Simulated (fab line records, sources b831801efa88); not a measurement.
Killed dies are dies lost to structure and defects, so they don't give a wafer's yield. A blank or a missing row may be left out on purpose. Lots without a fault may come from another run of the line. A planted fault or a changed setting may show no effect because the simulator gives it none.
Chamber matching | flow sky130 | SKY_VIA3_ETCH_15 on rie_diel-01: 4 sister chambers
The step etches SiO2 in C4F8/O2/Ar, stops on TiN, target depth 507 nm, time 78 s. 4 wafers are shown with their chamber, then 10 later ones without.

WAFERS WITH THEIR CHAMBER
wafer  | chamber | oes_product_au (a.u.)
L082.2 | 2       | 0.945
L086.5 | 0       | 0.946
L087.1 | 3       | 0.943
L087.3 | 1       | 0.943

WAFERS WITHOUT THEIR CHAMBER
wafer  | oes_product_au (a.u.)
L087.6 | 0.947
L088.2 | 0.948
L088.3 | 0.943
L088.4 | 0.947
L089.2 | 0.944
L089.5 | 0.951
L089.6 | 0.953
L092.2 | 0.946
L092.4 | 0.937
L092.5 | 0.948

WHICH CHAMBER EACH WENT THROUGH
wafer  | from the rows above               | in truth
L087.6 | can't be placed: 0 or 2 or 1 or 3 | 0
L088.2 | can't be placed: 0 or 2 or 1 or 3 | 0
L088.3 | can't be placed: 1 or 3 or 2 or 0 | 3
L088.4 | can't be placed: 0 or 2 or 1 or 3 | 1
L089.2 | can't be placed: 1 or 2 or 3 or 0 | 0
L089.5 | can't be placed: 0 or 2 or 1 or 3 | 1
L089.6 | can't be placed: 0 or 2 or 1 or 3 | 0
L092.2 | can't be placed: 0 or 2 or 1 or 3 | 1
L092.4 | can't be placed: 1 or 3 or 2 or 0 | 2
L092.5 | can't be placed: 0 or 2 or 1 or 3 | 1
Placed correctly: 0 of 10. Can't be placed from these rows: 10 (the true chamber is among the candidates in 10). Placed wrongly: 0.
How it was worked out, from the rows above alone: a wafer's distance from a chamber is the root of the sum, over the readings, of the square of ((its reading less the chamber's mean) divided by the reading's scatter). The wafer belongs to the nearest chamber; if the next one is less than 2 further off, it can't be placed. A chamber's mean is the mean of its shown wafers. The scatter: with one shown wafer a chamber, the root of the mean of the squares of how far each hidden wafer lies from its nearest shown one.
